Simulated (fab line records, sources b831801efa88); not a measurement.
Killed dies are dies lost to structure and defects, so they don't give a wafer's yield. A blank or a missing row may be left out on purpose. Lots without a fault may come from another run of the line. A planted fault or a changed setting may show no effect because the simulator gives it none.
Chamber matching | flow gf180mcu | GF_STI_CMP_25 on cmp-01: 4 sister chambers
The step polishes, stops on Si3N4, t overpolish 33 s, target thk 524.6 nm. 8 wafers are shown with their chamber, then 8 later ones without.

WAFERS WITH THEIR CHAMBER
wafer  | chamber | motor_current_A (A) | time_to_endpoint_s (s)
L107.1 | 0       | 10.9                | 119
L112.2 | 3       | 10.7                | 118
L112.3 | 0       | 10.3                | 119
L112.4 | 2       | 11.4                | 122
L113.2 | 1       | 13.5                | 124
L113.5 | 2       | 11.6                | 125
L113.6 | 1       | 13.1                | 122
L116.3 | 3       | 12.0                | 119

WAFERS WITHOUT THEIR CHAMBER
wafer  | motor_current_A (A) | time_to_endpoint_s (s)
L116.5 | 11.1                | 125
L116.6 | 13.2                | 125
L119.2 | 10.3                | 127
L119.3 | 10.9                | 122
L119.4 | 13.7                | 121
L120.1 | 11.5                | 124
L120.5 | 9.9                 | 122
L120.6 | 13.4                | 121

WHICH CHAMBER EACH WENT THROUGH
wafer  | from the rows above          | in truth
L116.5 | 2                            | 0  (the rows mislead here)
L116.6 | can't be placed: 1 or 2      | 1
L119.2 | 2                            | 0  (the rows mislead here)
L119.3 | can't be placed: 2 or 0 or 3 | 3
L119.4 | 1                            | 1
L120.1 | 2                            | 2
L120.5 | can't be placed: 0 or 2 or 3 | 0
L120.6 | 1                            | 1
Placed correctly: 3 of 8. Can't be placed from these rows: 3 (the true chamber is among the candidates in 3). Placed wrongly: 2.
How it was worked out, from the rows above alone: a wafer's distance from a chamber is the root of the sum, over the readings, of the square of ((its reading less the chamber's mean) divided by the reading's scatter). The wafer belongs to the nearest chamber; if the next one is less than 2 further off, it can't be placed. A chamber's mean is the mean of its shown wafers. The scatter: the root of (the sum of the squares of (reading less its chamber's mean) over the shown wafers, divided by (wafers less chambers)).
